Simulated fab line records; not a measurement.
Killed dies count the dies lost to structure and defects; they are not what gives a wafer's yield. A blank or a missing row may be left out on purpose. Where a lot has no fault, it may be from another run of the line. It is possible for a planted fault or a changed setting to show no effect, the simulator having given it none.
fab line records ; flow sky130
[record] lots = 13; wafers = 39; last-day = 50
route steps=708 shown VT_ADJUST_PCH@152 SONOS_ONO@169 GATE_OXIDE@189 PAD_OPEN@708
lots untouched by any fault: they come from a run of this same line in which no faults occurred
start-h: hours from the record's opening day to when the first of the lot's shown wafers began ; wait-h: how many hours have passed since the lot's step before this one ; " as in the row above ; L1.1+2: a row that stands for several wafers ; - either no value or no given start ; * or withheld: withheld ; < > ~ a bound
route shown NAME@n: names a module that has steps shown in the file, with the first one's number in the route ; usual: average and standard deviation across the fault-free wafers ; same: alike in all rows ; chamber/n: place in a boat ; sites: readings site by site ; _std_site: standard deviation across them ; _edge_site: outer sites' mean less inner sites' ; radius-mm: for every site, how far away it sits from the centre of the wafer ; mask NAME#n: copy n ; behind: tool/chamber where the wafer was last shaped ; hold: what put the lot on hold/how long, in hours/how the hold closed ; device: the transistor (n, p or np) that didn't switch ; end of line: tests run on the same wafers once the route is complete ; step lacking rows: just its recipe ; killed: dies lost to structure and defects at the first sort, not the wafer's yield ; map: dies across one wafer; x = killed, . = not, _ = none there
set.NAME: the run value of the setting; set.NAME@STEP: its run value at that earlier step ; model.NAME: the simulator's own value behind a step, which no gauge read
one table for each step of the route and one row for each wafer, over a sample of lots
services: from which hour (start-h, from the record's first day; less than 0 if before it) a tool's chamber was out of use, for how many hours, and why
[[steps]]
[step SKY_VT_ADJUST_PCH_STRIP_09]
[recipe] chemistry = O2/N2; power-w = 1400; pressure-mtorr = 1500; platen-temp-c = withheld; o2-flow-sccm = 3000; n2-flow-sccm = 300; overash-fraction = 0.5
[usual] drypump-motor-current-A = 5.6/0.36; oes-product-au = 0.721/0.0043; strip-time-to-endpoint-s = 36.92/0.11
lot.wafer;tool;chamber;start-h;wait-h;drypump-motor-current-A;oes-product-au;rf-hours-counter-h;strip-time-to-endpoint-s
L153.3;plasma-asher-04;1;242.45;0.1;5.1;0.731;-;37.03
L153.4;plasma-asher-04;0;242.45;0.1;5.6;0.721;-;37.17
L153.6;plasma-asher-04;1;242.45;0.1;5.1;0.719;-;37.12
L155.4;plasma-asher-03;0;250.95;0.1;5.5;0.724;-;36.87
L155.5;plasma-asher-03;1;250.95;0.1;5.6;0.718;-;36.83
L155.6;plasma-asher-03;0;250.95;0.1;5.5;0.728;-;36.94
L157.2;plasma-asher-03;0;267.72;0.1;5.5;0.722;15;36.91
L157.4;plasma-asher-03;1;267.72;0.1;5.6;0.723;-;36.93
L157.6;plasma-asher-03;1;267.72;0.1;5.6;0.732;-;36.93
L158.3;plasma-asher-04;0;278.70;0.1;5.6;0.713;-;37.07
L158.4;plasma-asher-04;1;278.70;0.1;5.1;0.725;-;37.06
L158.5;plasma-asher-04;1;278.70;0.1;5.1;0.724;-;37.11
L159.1;plasma-asher-03;0;288.62;0.1;5.5;0.719;18;36.76
L159.4;plasma-asher-03;1;288.62;0.1;5.6;0.729;-;36.69
L159.5;plasma-asher-03;1;288.62;0.1;5.6;0.725;-;36.83
L160.1;plasma-asher-04;0;291.84;0.1;5.6;0.730;58;36.89
L160.2;plasma-asher-04;1;291.84;0.1;5.1;0.724;58;36.87
L160.3;plasma-asher-04;1;291.84;0.1;5.1;0.717;-;36.88
L162.1;plasma-asher-01;1;305.84;0.1;5.9;0.719;62;36.82
L162.3;plasma-asher-01;0;305.84;0.1;6.2;0.723;-;36.90
L162.5;plasma-asher-01;1;305.84;0.1;5.9;0.720;-;37.03
L167.1;plasma-asher-01;0;340.94;0.1;6.2;0.719;67;36.93
L167.4;plasma-asher-01;0;340.94;0.1;6.2;0.716;-;36.94
L167.6;plasma-asher-01;0;340.94;0.1;6.2;0.722;-;36.90
L170.1;plasma-asher-03;0;359.79;0.1;5.4;0.723;19;37.08
L170.4;plasma-asher-03;0;359.79;0.1;5.5;0.727;-;37.09
L170.6;plasma-asher-03;0;359.79;0.1;5.4;0.723;-;37.06
L171.1;plasma-asher-01;0;371.52;0.1;6.2;0.723;70;36.79
L171.4;plasma-asher-01;0;371.52;0.1;6.3;0.722;-;36.94
L171.6;plasma-asher-01;1;371.52;0.1;5.9;0.724;-;36.83
L173.1;plasma-asher-03;0;388.12;0.1;5.5;0.718;22;36.96
L173.3;plasma-asher-03;0;388.12;0.1;5.5;0.720;-;36.92
L173.6;plasma-asher-03;0;388.12;0.1;5.5;0.723;-;36.96
L174.2;plasma-asher-04;0;397.34;0.1;5.6;0.716;68;36.87
L174.5;plasma-asher-04;1;397.34;0.1;5.1;0.728;-;36.86
L174.6;plasma-asher-04;0;397.34;0.1;5.6;0.722;-;36.92
L175.2;plasma-asher-04;0;400.67;0.1;5.6;0.726;69;36.91
L175.3;plasma-asher-04;0;400.67;0.1;5.6;0.725;-;36.80
L175.5;plasma-asher-04;0;400.67;0.1;5.6;0.726;-;36.89
[step SKY_SONOS_ONO_THK_MEAS_01]
[recipe] reads = SiO2_of_SONOS_ONO_OXIDATION_00
[usual] SONOS_ONO_OXIDATION_THK = 2.60/0.06
lot.wafer;tool;chamber;start-h;wait-h;SONOS_ONO_OXIDATION_THK[nm]
L153.3;film-metro-03;-;269.63;0.0;2.62
L153.4;film-metro-03;-;269.63;0.0;2.59
L153.6;film-metro-03;-;269.63;0.0;2.61
L155.4;film-metro-01;-;277.04;0.0;2.54
L155.5;film-metro-01;-;277.04;0.0;2.57
L155.6;film-metro-01;-;277.04;0.0;2.52
L157.2;film-metro-04;-;293.41;0.0;2.57
L157.4;film-metro-04;-;293.41;0.0;2.67
L157.6;film-metro-04;-;293.41;0.0;2.65
L158.3;film-metro-04;-;307.77;0.0;2.53
L158.4;film-metro-04;-;307.77;0.0;2.52
L158.5;film-metro-04;-;307.77;0.0;2.54
L159.1;film-metro-01;-;317.39;0.0;2.57
L159.4;film-metro-01;-;317.39;0.0;2.61
L159.5;film-metro-01;-;317.39;0.0;2.59
L160.1;film-metro-03;-;322.77;0.0;2.71
L160.2;film-metro-03;-;322.77;0.0;2.72
L160.3;film-metro-03;-;322.77;0.0;2.64
L162.1;film-metro-01;-;334.60;0.0;2.68
L162.3;film-metro-01;-;334.60;0.0;2.64
L162.5;film-metro-01;-;334.60;0.0;2.64
L167.1;film-metro-01;-;372.07;0.0;2.71
L167.4;film-metro-01;-;372.07;0.0;2.58
L167.6;film-metro-01;-;372.07;0.0;2.67
L170.1;film-metro-01;-;389.58;0.0;2.66
L170.4;film-metro-01;-;389.58;0.0;2.57
L170.6;film-metro-01;-;389.58;0.0;2.57
L171.1;film-metro-01;-;404.18;0.0;2.65
L171.4;film-metro-01;-;404.18;0.0;2.73
L171.6;film-metro-01;-;404.18;0.0;2.65
L173.1;film-metro-04;-;420.87;0.0;2.60
L173.3;film-metro-04;-;420.87;0.0;2.62
L173.6;film-metro-04;-;420.87;0.0;2.64
L174.2;film-metro-01;-;428.23;0.0;2.53
L174.5;film-metro-01;-;428.23;0.0;2.58
L174.6;film-metro-01;-;428.23;0.0;2.53
L175.2;film-metro-03;-;433.75;0.0;2.58
L175.3;film-metro-03;-;433.75;0.0;2.63
L175.5;film-metro-03;-;433.75;0.0;2.68
[step SKY_SONOS_ONO_WET_ETCH_18]
[recipe] chemistry = H3PO4; target-depth-nm = 15; target = Si3N4; temp-c = 160; time-s = 172
[usual] bath-guard-temp-C = 160.3/0.68; bath-heat-duty-pct = 27/3.1
lot.wafer;tool;chamber;start-h;wait-h;bath-guard-temp-C;bath-heat-duty-pct
L153.3;wet-bench-03;1;300.05;0.0;160.2;23
L153.4;wet-bench-03;1;300.05;0.0;159.5;22
L153.6;wet-bench-03;1;300.05;0.0;160.4;21
L155.4;wet-bench-02;0;305.80;0.0;160.3;31
L155.5;wet-bench-02;0;305.80;0.0;160.4;33
L155.6;wet-bench-02;0;305.80;0.0;160.3;30
L157.2;wet-bench-04;2;321.00;0.1;161.0;28
L157.4;wet-bench-04;2;321.00;0.1;161.1;28
L157.6;wet-bench-04;2;321.00;0.1;161.0;28
L158.3;wet-bench-04;3;336.40;0.0;-;-
L158.4;wet-bench-04;3;336.40;0.0;-;-
L158.5;wet-bench-04;3;336.40;0.0;-;-
L159.1;wet-bench-02;0;346.30;0.1;-;-
L159.4;wet-bench-02;0;346.30;0.1;-;-
L159.5;wet-bench-02;0;346.30;0.1;-;-
L160.1;wet-bench-03;2;352.46;0.1;-;-
L160.2;wet-bench-03;2;352.46;0.1;-;-
L160.3;wet-bench-03;2;352.46;0.1;-;-
L162.1;wet-bench-03;2;364.90;0.1;159.5;25
L162.3;wet-bench-03;2;364.90;0.1;160.3;25
L162.5;wet-bench-03;2;364.90;0.1;160.0;24
L167.1;wet-bench-04;0;403.35;0.1;160.7;30
L167.4;wet-bench-04;0;403.35;0.1;160.5;30
L167.6;wet-bench-04;0;403.35;0.1;160.8;30
L170.1;wet-bench-02;1;424.06;0.1;160.5;28
L170.4;wet-bench-02;1;424.06;0.1;160.5;28
L170.6;wet-bench-02;1;424.06;0.1;160.2;27
L171.1;wet-bench-03;0;437.13;0.1;160.5;26
L171.4;wet-bench-03;0;437.13;0.1;160.7;28
L171.6;wet-bench-03;0;437.13;0.1;160.5;28
L173.1;wet-bench-03;3;455.00;0.1;161.0;26
L173.3;wet-bench-03;3;455.00;0.1;161.4;22
L173.6;wet-bench-03;3;455.00;0.1;161.0;24
L174.2;wet-bench-03;3;462.24;0.1;160.7;27
L174.5;wet-bench-03;3;462.24;0.1;160.8;26
L174.6;wet-bench-03;3;462.24;0.1;160.9;25
L175.2;wet-bench-03;2;472.22;0.1;160.2;24
L175.3;wet-bench-03;2;472.22;0.1;160.1;26
L175.5;wet-bench-03;2;472.22;0.1;160.1;25
[step SKY_GATE_OXIDE_THK_MEAS_02]
[recipe] reads = SiO2_of_GATE_OXIDE_OXIDATION_01
[usual] GATE_OXIDE_OXIDATION_00_THK = 10.22/0.21
lot.wafer;tool;chamber;start-h;wait-h;GATE_OXIDE_OXIDATION_00_THK[nm]
L153.3;film-metro-01;-;303.71;0.1;10.06
L153.4;film-metro-01;-;303.71;0.1;9.86
L153.6;film-metro-01;-;303.71;0.1;10.13
L155.4;film-metro-01;-;309.22;0.0;10.34
L155.5;film-metro-01;-;309.22;0.0;10.33
L155.6;film-metro-01;-;309.22;0.0;10.25
L157.2;film-metro-01;-;325.70;0.0;10.64
L157.4;film-metro-01;-;325.70;0.0;10.75
L157.6;film-metro-01;-;325.70;0.0;10.63
L162.1;film-metro-01;-;367.53;0.0;10.23
L162.3;film-metro-01;-;367.53;0.0;10.20
L162.5;film-metro-01;-;367.53;0.0;10.08
L167.1;film-metro-01;-;405.00;0.0;10.11
L167.4;film-metro-01;-;405.00;0.0;10.17
L167.6;film-metro-01;-;405.00;0.0;10.07
L170.1;film-metro-01;-;425.58;0.0;10.27
L170.4;film-metro-01;-;425.58;0.0;10.38
L170.6;film-metro-01;-;425.58;0.0;10.24
L171.1;film-metro-01;-;439.65;0.0;10.04
L171.4;film-metro-01;-;439.65;0.0;10.29
L171.6;film-metro-01;-;439.65;0.0;10.36
L173.1;film-metro-02;-;456.73;0.0;10.44
L173.3;film-metro-02;-;456.73;0.0;10.28
L173.6;film-metro-02;-;456.73;0.0;10.44
L174.2;film-metro-02;-;463.77;0.0;10.24
L174.5;film-metro-02;-;463.77;0.0;10.17
L174.6;film-metro-02;-;463.77;0.0;10.29
L175.2;film-metro-01;-;473.74;0.0;9.83
L175.3;film-metro-01;-;473.74;0.0;9.82
L175.5;film-metro-01;-;473.74;0.0;9.66
[step SKY_PAD_OPEN_PROBE_99]
[usual] killed_at_M0_to_M3 = 43/6.6; killed_at_M4_up = 2.9/1.8; killed-at-contacts = 25/5.3; killed-at-front-end = 15/4.1; killed-at-other = 0.3/0.6; killed-dies = 86/8.8; killed-on-rim = 17/3.5; killed-open = 47/6.7; killed-short = 39/6.2
[same] gross-dies = 492; killed-at-back-side = 0
lot.wafer;tool;chamber;start-h;wait-h;hold;killed_at_M0_to_M3;killed_at_M4_up;killed-at-contacts;killed-at-front-end;killed-at-other;killed-dies;killed-on-rim;killed-open;killed-short
L153.3;prober-02;-;1089.16;0.2;-;47;2;23;16;0;88;15;44;44
L153.4;prober-02;-;1089.21;0.2;-;53;1;27;14;0;95;21;51;44
L153.6;prober-02;-;1089.31;0.2;-;37;2;21;15;0;75;14;36;39
L155.4;prober-02;-;1094.95;0.2;-;30;2;27;17;1;77;11;36;40
L155.5;prober-02;-;1095.00;0.2;-;44;3;19;18;1;85;18;43;42
L155.6;prober-02;-;1095.05;0.2;-;33;4;28;14;1;80;18;47;33
L157.2;prober-02;-;1113.17;0.1;-;45;1;26;19;1;92;13;54;38
L157.4;prober-02;-;1113.27;0.2;-;43;6;23;12;1;85;17;49;36
L157.6;prober-02;-;1113.37;0.2;-;45;5;25;15;0;90;19;50;40
L158.3;prober-01;-;1120.31;0.2;await-dispo/5.1h/scrap;56;3;23;410;0;492;96;45;55
L158.4;prober-01;-;1120.36;0.2;await-dispo/5.1h/scrap;43;3;32;413;1;492;96;52;38
L158.5;prober-01;-;1120.41;0.2;await-dispo/5.1h/scrap;37;4;26;425;0;492;96;51;32
L159.1;prober-02;-;1128.68;0.1;await-dispo/2.7h/scrap;32;7;21;432;0;492;96;35;43
L159.4;prober-02;-;1128.83;0.2;await-dispo/2.7h/scrap;67;4;17;404;0;492;96;57;43
L159.5;prober-02;-;1128.88;0.2;await-dispo/2.7h/scrap;42;1;34;415;0;492;96;54;35
L160.1;prober-01;-;1133.77;0.1;await-dispo/1.5h/scrap;43;3;19;427;0;492;96;56;21
L160.2;prober-01;-;1133.82;0.1;await-dispo/1.5h/scrap;39;2;16;435;0;492;96;35;46
L160.3;prober-01;-;1133.87;0.2;await-dispo/1.5h/scrap;35;5;27;425;0;492;96;41;39
L162.1;prober-02;-;1141.26;0.1;-;43;2;17;13;0;75;17;39;36
L162.3;prober-02;-;1141.36;0.2;-;38;6;29;18;0;91;21;49;42
L162.5;prober-02;-;1141.46;0.2;-;54;0;26;9;0;89;14;48;41
L167.1;prober-01;-;1169.16;0.1;-;44;3;18;12;1;78;16;41;33
L167.4;prober-01;-;1169.31;0.2;-;38;3;16;10;1;68;15;36;31
L167.6;prober-01;-;1169.41;0.2;-;50;3;23;10;0;86;12;36;50
L170.1;prober-02;-;1176.70;0.1;-;43;2;24;22;0;91;12;46;43
L170.4;prober-02;-;1176.85;0.2;-;36;4;29;21;0;90;17;44;46
L170.6;prober-02;-;1176.95;0.2;-;42;2;29;19;0;92;22;54;38
L171.1;prober-01;-;1180.08;0.1;-;36;7;25;15;0;83;14;57;24
L171.4;prober-01;-;1180.23;0.2;-;39;3;25;16;0;83;18;48;35
L171.6;prober-01;-;1180.33;0.2;-;46;1;18;23;0;88;15;46;42
L173.1;prober-01;-;1199.09;0.1;-;45;4;24;20;1;94;14;55;38
L173.3;prober-01;-;1199.19;0.2;-;52;4;22;17;0;95;16;50;45
L173.6;prober-01;-;1199.34;0.2;-;42;0;30;14;1;87;15;54;32
L174.2;prober-02;-;1200.68;0.1;-;43;3;26;10;0;82;17;45;37
L174.5;prober-02;-;1200.83;0.2;-;44;3;27;14;0;88;17;43;45
L174.6;prober-02;-;1200.88;0.2;-;44;1;22;19;0;86;17;49;37
L175.2;prober-01;-;1201.20;0.1;-;44;3;21;19;0;87;14;49;38
L175.3;prober-01;-;1201.25;0.2;-;47;1;21;13;0;82;19;54;27
L175.5;prober-01;-;1201.35;0.2;-;33;2;27;14;0;76;21;42;34
// killed by level:class
L153.3 VIA2:geometric-particle:open=13 CONTACT:geometric-particle:open=7 CONTACT:geometric-particle:short=7 METAL1:geometric-particle:short=6 VIA3:geometric-particle:open=6 VIA1:geometric-particle:open=5 METAL3:geometric-particle:short=5 FIELD_ISO:geometric-particle:short=4
L153.4 VIA3:geometric-particle:open=12 LI_CONTACT:geometric-particle:open=9 VIA1:geometric-particle:open=9 VIA1:geometric-particle:short=7 METAL2:geometric-particle:short=6 CONTACT:geometric-particle:short=6 VIA2:geometric-particle:open=6 LOCAL_INTERCONNECT:geometric-particle:short=4
L153.6 CONTACT:geometric-particle:open=7 VIA2:geometric-particle:open=6 LI_CONTACT:geometric-particle:open=5 METAL2:geometric-particle:short=5 METAL1:geometric-particle:short=5 POLY_GATE:geometric-particle:open=4 VIA3:geometric-particle:open=4 CONTACT:geometric-particle:short=4
L155.4 CONTACT:geometric-particle:open=12 VIA1:geometric-particle:open=7 FIELD_ISO:geometric-particle:short=6 POLY_GATE:geometric-particle:short=6 LI_CONTACT:geometric-particle:open=6 CONTACT:geometric-particle:short=4 VIA1:geometric-particle:short=4 METAL2:geometric-particle:short=4
L155.5 VIA1:geometric-particle:open=10 FIELD_ISO:geometric-particle:short=6 CONTACT:geometric-particle:open=6 VIA2:geometric-particle:open=6 LOCAL_INTERCONNECT:geometric-particle:short=5 VIA3:geometric-particle:open=4 POLY_GATE:geometric-particle:short=4 LI_CONTACT:geometric-particle:open=4
L155.6 LI_CONTACT:geometric-particle:open=12 CONTACT:geometric-particle:open=9 METAL2:geometric-particle:short=6 VIA2:geometric-particle:open=5 VIA3:geometric-particle:short=5 POLY_GATE:geometric-particle:open=4 METAL1:geometric-particle:open=4 FIELD_ISO:geometric-particle:short=3
L157.2 VIA1:geometric-particle:open=12 VIA2:geometric-particle:open=11 CONTACT:geometric-particle:open=8 CONTACT:geometric-particle:short=7 FIELD_ISO:geometric-particle:open=6 LI_CONTACT:geometric-particle:open=5 VIA3:geometric-particle:open=5 VIA1:geometric-particle:short=4
L157.4 VIA1:geometric-particle:open=15 CONTACT:geometric-particle:open=13 METAL1:geometric-particle:short=6 VIA3:geometric-particle:open=6 VIA2:geometric-particle:open=5 METAL2:geometric-particle:short=4 METAL3:geometric-particle:short=4 METAL4:geometric-particle:short=4
L157.6 VIA1:geometric-particle:open=14 CONTACT:geometric-particle:open=8 LI_CONTACT:geometric-particle:open=7 METAL1:geometric-particle:short=6 VIA1:geometric-particle:short=6 LOCAL_INTERCONNECT:geometric-particle:short=5 FIELD_ISO:geometric-particle:short=4 POLY_GATE:geometric-particle:open=4
L158.3 SONOS_ONO:area-etch=392 VIA1:geometric-particle:open=13 CONTACT:geometric-particle:open=11 METAL1:geometric-particle:short=11 POLY_GATE:geometric-particle:short=6 LOCAL_INTERCONNECT:geometric-particle:short=5 VIA1:geometric-particle:short=5 VIA2:geometric-particle:open=5
L158.4 SONOS_ONO:area-etch=402 VIA1:geometric-particle:open=13 LI_CONTACT:geometric-particle:open=11 VIA2:geometric-particle:open=8 CONTACT:geometric-particle:open=8 LOCAL_INTERCONNECT:geometric-particle:short=6 METAL1:geometric-particle:short=5 METAL2:geometric-particle:short=5
L158.5 SONOS_ONO:area-etch=409 CONTACT:geometric-particle:open=11 VIA1:geometric-particle:open=9 VIA2:geometric-particle:open=7 POLY_GATE:geometric-particle:open=6 LI_CONTACT:geometric-particle:open=6 METAL1:geometric-particle:short=5 LOCAL_INTERCONNECT:geometric-particle:short=5
L159.1 SONOS_ONO:area-etch=414 CONTACT:geometric-particle:open=7 POLY_GATE:geometric-particle:short=5 POLY_GATE:geometric-particle:open=5 CONTACT:geometric-particle:short=5 METAL2:geometric-particle:short=5 VIA2:geometric-particle:open=5 METAL3:geometric-particle:short=5
L159.4 SONOS_ONO:area-etch=392 VIA3:geometric-particle:open=11 VIA1:geometric-particle:open=11 CONTACT:geometric-particle:open=9 METAL1:geometric-particle:short=8 VIA2:geometric-particle:open=7 METAL2:geometric-particle:short=5 VIA3:geometric-particle:short=5
L159.5 SONOS_ONO:area-etch=403 CONTACT:geometric-particle:open=13 VIA1:geometric-particle:open=9 VIA3:geometric-particle:open=8 VIA1:geometric-particle:short=7 VIA2:geometric-particle:open=7 LI_CONTACT:geometric-particle:open=6 CONTACT:geometric-particle:short=6
L160.1 SONOS_ONO:area-etch=415 VIA1:geometric-particle:open=14 CONTACT:geometric-particle:open=10 VIA2:geometric-particle:open=10 VIA1:geometric-particle:short=5 POLY_GATE:geometric-particle:short=4 VIA3:geometric-particle:open=4 LOCAL_INTERCONNECT:geometric-particle:open=4
L160.2 SONOS_ONO:area-etch=411 POLY_GATE:geometric-particle:short=11 VIA1:geometric-particle:open=10 VIA1:geometric-particle:short=7 FIELD_ISO:geometric-particle:short=6 VIA2:geometric-particle:open=6 VIA3:geometric-particle:short=6 LI_CONTACT:geometric-particle:open=5
L160.3 SONOS_ONO:area-etch=412 VIA1:geometric-particle:open=11 CONTACT:geometric-particle:open=11 POLY_GATE:geometric-particle:short=6 VIA1:geometric-particle:short=5 VIA3:geometric-particle:open=5 FIELD_ISO:geometric-particle:short=4 LI_CONTACT:geometric-particle:short=4
L162.1 VIA3:geometric-particle:open=11 VIA1:geometric-particle:open=7 LOCAL_INTERCONNECT:geometric-particle:short=6 VIA2:geometric-particle:open=5 VIA3:geometric-particle:short=5 FIELD_ISO:geometric-particle:short=4 LI_CONTACT:geometric-particle:open=4 CONTACT:geometric-particle:open=4
L162.3 CONTACT:geometric-particle:open=12 LI_CONTACT:geometric-particle:open=7 FIELD_ISO:geometric-particle:open=6 CONTACT:geometric-particle:short=6 VIA2:geometric-particle:open=6 METAL1:geometric-particle:short=6 VIA1:geometric-particle:short=6 POLY_GATE:geometric-particle:open=5
L162.5 VIA1:geometric-particle:open=16 CONTACT:geometric-particle:short=8 CONTACT:geometric-particle:open=8 VIA2:geometric-particle:open=7 METAL1:geometric-particle:short=6 VIA3:geometric-particle:open=6 LI_CONTACT:geometric-particle:open=5 METAL2:geometric-particle:short=5
L167.1 CONTACT:geometric-particle:open=10 VIA1:geometric-particle:open=9 VIA2:geometric-particle:open=8 METAL2:geometric-particle:short=6 FIELD_ISO:geometric-particle:open=5 CONTACT:geometric-particle:short=5 VIA3:geometric-particle:open=5 VIA3:geometric-particle:short=4
L167.4 VIA1:geometric-particle:open=7 VIA2:geometric-particle:open=7 LI_CONTACT:geometric-particle:open=6 CONTACT:geometric-particle:open=6 METAL2:geometric-particle:short=6 VIA2:geometric-particle:short=4 METAL3:geometric-particle:short=4 FIELD_ISO:geometric-particle:short=3
L167.6 VIA1:geometric-particle:short=9 METAL2:geometric-particle:short=9 VIA1:geometric-particle:open=8 LI_CONTACT:geometric-particle:open=7 CONTACT:geometric-particle:open=6 LOCAL_INTERCONNECT:geometric-particle:short=5 VIA2:geometric-particle:open=5 LI_CONTACT:geometric-particle:short=4
L170.1 VIA1:geometric-particle:open=10 POLY_GATE:geometric-particle:open=6 LI_CONTACT:geometric-particle:open=6 VIA3:geometric-particle:open=6 CONTACT:geometric-particle:short=5 CONTACT:geometric-particle:open=5 VIA2:geometric-particle:open=5 METAL1:geometric-particle:short=5
L170.4 LI_CONTACT:geometric-particle:open=10 VIA1:geometric-particle:open=8 FIELD_ISO:geometric-particle:short=7 CONTACT:geometric-particle:open=7 VIA1:geometric-particle:short=7 FIELD_ISO:geometric-particle:open=6 LI_CONTACT:geometric-particle:short=5 METAL2:geometric-particle:short=5
L170.6 CONTACT:geometric-particle:open=12 LI_CONTACT:geometric-particle:open=10 VIA2:geometric-particle:open=10 METAL1:geometric-particle:short=8 VIA1:geometric-particle:open=8 CONTACT:geometric-particle:short=6 FIELD_ISO:geometric-particle:short=5 POLY_GATE:geometric-particle:open=5
L171.1 VIA1:geometric-particle:open=14 CONTACT:geometric-particle:open=9 LI_CONTACT:geometric-particle:open=7 POLY_GATE:geometric-particle:short=5 VIA3:geometric-particle:open=5 METAL2:geometric-particle:short=5 VIA2:geometric-particle:open=5 LI_CONTACT:geometric-particle:short=4
L171.4 LI_CONTACT:geometric-particle:open=9 VIA2:geometric-particle:open=9 CONTACT:geometric-particle:open=8 VIA1:geometric-particle:open=7 FIELD_ISO:geometric-particle:short=5 VIA1:geometric-particle:short=4 POLY_GATE:geometric-particle:open=4 METAL1:geometric-particle:short=4
L171.6 POLY_GATE:geometric-particle:open=8 VIA3:geometric-particle:open=8 METAL1:geometric-particle:short=8 LI_CONTACT:geometric-particle:open=7 VIA1:geometric-particle:open=7 POLY_GATE:geometric-particle:short=6 METAL3:geometric-particle:short=6 FIELD_ISO:geometric-particle:open=5
L173.1 VIA1:geometric-particle:open=13 VIA3:geometric-particle:open=10 CONTACT:geometric-particle:open=9 VIA2:geometric-particle:open=9 LOCAL_INTERCONNECT:geometric-particle:short=6 POLY_GATE:geometric-particle:open=5 CONTACT:geometric-particle:short=5 METAL1:geometric-particle:short=5
L173.3 VIA1:geometric-particle:open=12 VIA2:geometric-particle:open=9 VIA3:geometric-particle:open=8 FIELD_ISO:geometric-particle:short=6 LOCAL_INTERCONNECT:geometric-particle:short=6 CONTACT:geometric-particle:open=6 METAL2:geometric-particle:short=6 METAL1:geometric-particle:short=5
L173.6 VIA1:geometric-particle:open=14 CONTACT:geometric-particle:open=9 LI_CONTACT:geometric-particle:open=8 LOCAL_INTERCONNECT:geometric-particle:short=7 VIA3:geometric-particle:open=7 VIA2:geometric-particle:open=6 CONTACT:geometric-particle:short=5 FIELD_ISO:geometric-particle:short=3
L174.2 VIA2:geometric-particle:open=9 CONTACT:geometric-particle:open=7 VIA3:geometric-particle:open=7 VIA1:geometric-particle:open=6 VIA1:geometric-particle:short=6 LI_CONTACT:geometric-particle:open=5 CONTACT:geometric-particle:short=5 FIELD_ISO:geometric-particle:open=4
L174.5 CONTACT:geometric-particle:open=12 VIA1:geometric-particle:open=12 FIELD_ISO:geometric-particle:short=6 METAL1:geometric-particle:short=6 POLY_GATE:geometric-particle:short=4 LI_CONTACT:geometric-particle:short=4 VIA2:geometric-particle:open=4 METAL2:geometric-particle:short=4
L174.6 CONTACT:geometric-particle:open=12 VIA1:geometric-particle:open=11 POLY_GATE:geometric-particle:open=6 LI_CONTACT:geometric-particle:open=6 METAL1:geometric-particle:short=6 VIA2:geometric-particle:open=6 METAL2:geometric-particle:short=6 FIELD_ISO:geometric-particle:short=4
L175.2 METAL2:geometric-particle:short=10 CONTACT:geometric-particle:open=7 METAL1:geometric-particle:short=7 VIA2:geometric-particle:open=7 FIELD_ISO:geometric-particle:open=6 VIA1:geometric-particle:open=6 POLY_GATE:geometric-particle:open=4 LI_CONTACT:geometric-particle:open=4
L175.3 VIA1:geometric-particle:open=21 VIA2:geometric-particle:open=8 LI_CONTACT:geometric-particle:open=7 VIA3:geometric-particle:short=6 FIELD_ISO:geometric-particle:open=5 POLY_GATE:geometric-particle:short=5 CONTACT:geometric-particle:short=5 CONTACT:geometric-particle:open=4
L175.5 CONTACT:geometric-particle:open=12 VIA1:geometric-particle:open=9 METAL1:geometric-particle:short=7 VIA2:geometric-particle:open=5 POLY_GATE:geometric-particle:short=4 LI_CONTACT:geometric-particle:open=4 LOCAL_INTERCONNECT:geometric-particle:short=4 CONTACT:geometric-particle:short=4
[[services]]
tool;chamber;start-h;hours;kind
plasma-asher-04;-;230.33;0.5;repair
plasma-asher-04;-;263.95;2.2;repair
plasma-asher-04;-;265.72;11.3;repair
plasma-asher-03;-;291.60;52.8;repair
plasma-asher-04;-;296.36;1.9;repair
plasma-asher-04;-;303.28;8.2;repair
wet-bench-04;-;322.41;2.1;repair
wet-bench-03;-;336.36;1.9;pm
plasma-asher-01;-;342.54;4.0;pm
plasma-asher-01;-;391.11;0.7;repair
plasma-asher-01;-;421.25;9.0;pm
plasma-asher-01;0;421.25;9.0;vent-cycle
plasma-asher-01;1;421.25;9.0;vent-cycle
plasma-asher-01;0;430.25;-;clean
plasma-asher-01;1;430.25;-;clean
plasma-asher-03;-;450.99;2.9;repair
plasma-asher-01;-;462.37;11.4;repair
plasma-asher-03;-;468.00;18.4;pm
[[key]]
[first-sign] step = SKY_SONOS_ONO_WET_ETCH_18; reading = tool-record; direction = missing
[effect] step = SKY_PAD_OPEN_PROBE_99; reading = killed-at-front-end; direction = up; sigmas = 99+; usual = 15; struck = 421
[more-kills-born-at] SKY_SONOS_ONO_WET_ETCH_18@wet-bench-03 = 1238; SKY_SONOS_ONO_WET_ETCH_18@wet-bench-02 = 1209; SKY_SONOS_ONO_WET_ETCH_18@wet-bench-04 = 1203
met-at SKY_SONOS_ONO_WET_ETCH_18
struck-lots L158,L159,L160
later-rows-left-out L158.3,L158.4,L158.5,L159.1,L159.4,L159.5,L160.1,L160.2,L160.3
tester-left-out L158,L159,L160
not-acting-at SKY_VT_ADJUST_PCH_STRIP_09,SKY_SONOS_ONO_THK_MEAS_01,SKY_GATE_OXIDE_THK_MEAS_02
onset-between 321.00 336.40
[fault] kind = skipped-step-whole; tool = wet-bench-02,wet-bench-03,wet-bench-04; chamber = -; onset-h = 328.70; steps = SKY_SONOS_ONO_WET_ETCH_18; scope = struck-lots-only
// tester-left-out: of these lots the tester's yield and bins aren't shown, on N5 and GAA mostly nor the transistor test; their killed dies are dies lost to structure and defects alone, not to doping, threshold or leakage, so they don't give the yield
// later-rows-left-out: the simulator's readings of these wafers behind a module that went badly wrong aren't trusted and aren't shown, but for the sort
